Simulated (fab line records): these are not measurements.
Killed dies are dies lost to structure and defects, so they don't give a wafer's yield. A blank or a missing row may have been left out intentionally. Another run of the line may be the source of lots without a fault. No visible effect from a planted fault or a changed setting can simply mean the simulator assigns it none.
Split-lot trial    flow sky130    route with 708 steps; 5 lots, 27 wafers read

SPLIT DETAILS
At SKY_LOCAL_INTERCONNECT_SPUTTER_00 (material TiN, target thk 100 nm, time 83.3 s), the setting time s was moved away from the recipe's 83.3 s on 12 of the 27 wafers read, by -45.1% to -25.3%. The other wafers ran this setting at the recipe's value.

FROM THE SPLIT TO THE READING: what the file shows between them, 5 steps
- SKY_LOCAL_INTERCONNECT_RS_MEAS_01: measures by four-point-probe
- SKY_LOCAL_INTERCONNECT_THK_MEAS_02: measures by xrf
- SKY_LOCAL_INTERCONNECT_DEHYDRATE_03: time 60 s
- SKY_LOCAL_INTERCONNECT_HMDS_04: prime time 60 s
- SKY_LOCAL_INTERCONNECT_ETCH_13: etches BARC in N2/H2, stops on SiO2, time 45.9 s, target depth 60 nm

THE READING
oes product au, in a.u., at SKY_LOCAL_INTERCONNECT_METAL_ETCH_14 (etches TiN in Cl2/BCl3, stops on PSG, target depth 110 nm, time 31.4 s). Typical for fault-free wafers on this fab line: 0.950 a.u., with standard deviation 0.0089 a.u.

wafer   tool, chamber at the split  time s as run, s  against the recipe  oes product au, a.u.  against lot-mates on the recipe
L074.1  pvd sputter-02, -           62.24             -25.3%              0.811                 -0.142
L074.2  pvd sputter-02, -           62.24             -25.3%              0.809                 -0.144
L074.3  pvd sputter-02, -           62.24             -25.3%              0.798                 -0.155
L074.4  pvd sputter-02, -           83.3              recipe              0.958                 -
L074.5  pvd sputter-02, -           83.3              recipe              0.957                 -
L074.6  pvd sputter-02, -           83.3              recipe              0.944                 -
L076.1  pvd sputter-02, -           83.3              recipe              0.960                 -
L076.2  pvd sputter-02, -           55.93             -32.9%              0.776                 -0.179
L076.3  pvd sputter-02, -           55.93             -32.9%              0.762                 -0.193
L076.4  pvd sputter-02, -           55.93             -32.9%              0.768                 -0.187
L076.5  pvd sputter-02, -           83.3              recipe              0.956                 -
L076.6  pvd sputter-02, -           83.3              recipe              0.948                 -
L079.1  pvd sputter-03, -           83.3              recipe              0.943                 -
L079.2  pvd sputter-03, -           83.3              recipe              0.941                 -
L079.3  pvd sputter-03, -           83.3              recipe              0.949                 -
L083.1  pvd sputter-02, -           45.75             -45.1%              0.705                 -0.253
L083.2  pvd sputter-02, -           83.3              recipe              0.956                 -
L083.3  pvd sputter-02, -           45.75             -45.1%              0.694                 -0.264
L083.4  pvd sputter-02, -           83.3              recipe              0.963                 -
L083.5  pvd sputter-02, -           45.75             -45.1%              0.694                 -0.264
L083.6  pvd sputter-02, -           83.3              recipe              0.954                 -
L085.1  pvd sputter-02, -           47.18             -43.4%              0.713                 -0.238
L085.2  pvd sputter-02, -           83.3              recipe              0.947                 -
L085.3  pvd sputter-02, -           83.3              recipe              0.954                 -
L085.4  pvd sputter-02, -           47.18             -43.4%              0.697                 -0.254
L085.5  pvd sputter-02, -           47.18             -43.4%              0.704                 -0.247
L085.6  pvd sputter-02, -           83.3              recipe              0.953                 -

THE FIT
A straight line over all 27 wafers: oes product au changes by +0.00567 a.u. for each +1% of time s; r = +1.00; the points scatter about the line by 0.0065 a.u.
The same after taking each lot's own level away (the mean of its wafers on the recipe; 27 wafers): +0.00572 a.u. for each +1%; r = +1.00; scatter 0.0055 a.u.
On that fit, the largest move of time s shifts the reading by 0.26 a.u.
From 0.9443 to 0.9577 a.u.: that is the span of the lots' own levels, equal to 1.5 times the standard deviation above.
Hence the lot-to-lot level has little effect on the slope; both slopes agree.
Check: for one of the wafers moved furthest among these (-45.1%), held out of the fit, the line's prediction against its lot-mates is -0.259 a.u. It came out at -0.253 a.u. against them.

THESE WAFERS: OTHER SPLITS
Before the reading, these wafers also passed through other splits. Each is held against what the fit with the lots' levels taken away leaves over:
other split on the same wafers         wafers away from the commonest value  r with oes product au (lot level and that fit taken away)
SKY_FIELD_ISO_OXIDATION_01 ox time s   18                                    -0.17
SKY_GATE_OXIDE_OXIDATION_16 ox time s  21                                    +0.04
SKY_SD_P_DEVELOP_06 develop time s     6                                     +0.23
SKY_LI_CONTACT_HDPCVD_00 time s        9                                     -0.05

THE WHOLE CHAIN: every reading that the file lists as answering this split, in the file's order
step                                  what it does                                                            reading                                                                                       change (the file's fit)                    r (the file's)
SKY_LOCAL_INTERCONNECT_SPUTTER_00     material TiN, target thk 100 nm, time 83.3 s                            TiN_of_LOCAL_INTERCONNECT_SPUTTER_00.thk nm (the simulator's own value, which no gauge read)  +1.01 nm for each +1% of the setting       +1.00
SKY_LOCAL_INTERCONNECT_RS_MEAS_01     measures by four-point-probe                                            LOCAL_INTERCONNECT_TIN_RS                                                                     -0.247 for each +1% of the setting         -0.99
SKY_LOCAL_INTERCONNECT_THK_MEAS_02    measures by xrf                                                         LOCAL_INTERCONNECT_TIN_THK                                                                    +1.02 for each +1% of the setting          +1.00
SKY_LOCAL_INTERCONNECT_METAL_ETCH_14  etches TiN in Cl2/BCl3, stops on PSG, target depth 110 nm, time 31.4 s  oes product au                                                                                +0.00572 a.u. for each +1% of the setting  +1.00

FILE'S OWN FIT
oes product au changes by +0.00572 a.u. for each +1% of time s, r = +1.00.
